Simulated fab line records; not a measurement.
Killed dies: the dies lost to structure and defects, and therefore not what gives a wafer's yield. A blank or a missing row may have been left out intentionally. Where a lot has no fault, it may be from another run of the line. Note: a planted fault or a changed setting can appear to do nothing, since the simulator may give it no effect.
Check of tool commonality | flow gf180mcu | 45 wafers sampled across 12 lots

## REASON IT WAS OPENED
Of 12 lots, 3 have the reading VT_IMPLANT_TW flagged at GF_VT_IMPLANT_TW_MEAS_10. No-fault wafers: 566, standard deviation 3.2.
Rule: flag the lot when none of its wafers has a number, or when each of its wafers that has one lies beyond 4 standard deviations from that mean. As for the other lots, they are considered sound.

lot  | measured     | on            | VT_IMPLANT_TW, wafer by wafer | flag
L116 | day 5 14:24  | film-metro-04 | 568 565 572                   |
L119 | day 6 08:19  | film-metro-04 | 565 566 569                   |
L122 | day 7 00:34  | film-metro-01 | 586 587 586 588 588 589       | FLAGGED
L123 | day 7 07:19  | film-metro-03 | 600 598 595 597 594 595       | FLAGGED
L124 | day 7 15:10  | film-metro-01 | 586 585 589 583 586 588       | FLAGGED
L125 | day 7 20:17  | film-metro-04 | 567 564 569                   |
L132 | day 9 19:16  | film-metro-01 | 562 566 564                   |
L133 | day 9 20:49  | film-metro-01 | 563 564 567                   |
L135 | day 10 11:46 | film-metro-03 | 572 572 574                   |
L136 | day 10 22:58 | film-metro-01 | 566 564 563                   |
L137 | day 11 13:05 | film-metro-04 | 565 566 566                   |
L138 | day 11 13:59 | film-metro-04 | 566 566 566                   |
The mean of the flagged lots' numbers is 590, +24 from the usual (+8 standard deviations).

## WHICH TOOL EACH LOT WENT THROUGH
The record keeps 1 process step preceding the reading, out of 602 steps on the route. Cell contents, in order: the tool; ch with the chambers the sampled wafers went through; the start.
lot  | flag    | GF_VT_IMPLANT_IMPLANT_08
L116 |         | implanter-03 ch 0, day 5 14:10
L119 |         | implanter-03 ch 0, day 6 08:05
L122 | FLAGGED | implanter-03 ch 0, day 7 00:19
L123 | FLAGGED | implanter-03 ch 0, day 7 07:04
L124 | FLAGGED | implanter-03 ch 0, day 7 14:56
L125 |         | implanter-02 ch 0, day 7 20:02
L132 |         | implanter-03 ch 0, day 9 19:01
L133 |         | implanter-03 ch 0, day 9 20:34
L135 |         | implanter-03 ch 0, day 10 11:31
L136 |         | implanter-02 ch 0, day 10 22:43
L137 |         | implanter-03 ch 0, day 11 12:50
L138 |         | implanter-04 ch 0, day 11 13:44
What is done by these steps:
- GF_VT_IMPLANT_IMPLANT_08
- GF_VT_IMPLANT_TW_MEAS_10

## FLAGGED OVER TOTAL, TOOL BY TOOL (the gauges that took the reading come last)
step                     | tool          | lots run | flagged | share of the flagged lots | sound lots run after its first flagged lot
GF_VT_IMPLANT_IMPLANT_08 | implanter-02  | 2        | 0       | none                      | -
GF_VT_IMPLANT_IMPLANT_08 | implanter-03  | 9        | 3       | all                       | 4 (L132,L133,L135,L137)
GF_VT_IMPLANT_IMPLANT_08 | implanter-04  | 1        | 0       | none                      | -
GF_VT_IMPLANT_TW_MEAS_10 | film-metro-01 | 5        | 2       | some                      | 3 (L132,L133,L136)
GF_VT_IMPLANT_TW_MEAS_10 | film-metro-03 | 2        | 1       | some                      | 1 (L135)
GF_VT_IMPLANT_TW_MEAS_10 | film-metro-04 | 5        | 0       | none                      | -

## WHAT THE TABLE ALLOWS
1 row of the table ran every flagged lot: implanter-03 at GF_VT_IMPLANT_IMPLANT_08.
- implanter-03 at GF_VT_IMPLANT_IMPLANT_08 ran 9 lots, 3 of them flagged. Sound lots followed the first flagged one (L132, L133, L135, L137) on it, something a lasting fault affecting the whole tool could not allow. Its own readings lie more than 4 standard deviations out on every wafer of the flagged lots: dose-ions-cm2.
Every row of the table either missed a flagged lot or ran a sound lot after the first.

## WHAT THE SIMULATOR HAD INSERTED
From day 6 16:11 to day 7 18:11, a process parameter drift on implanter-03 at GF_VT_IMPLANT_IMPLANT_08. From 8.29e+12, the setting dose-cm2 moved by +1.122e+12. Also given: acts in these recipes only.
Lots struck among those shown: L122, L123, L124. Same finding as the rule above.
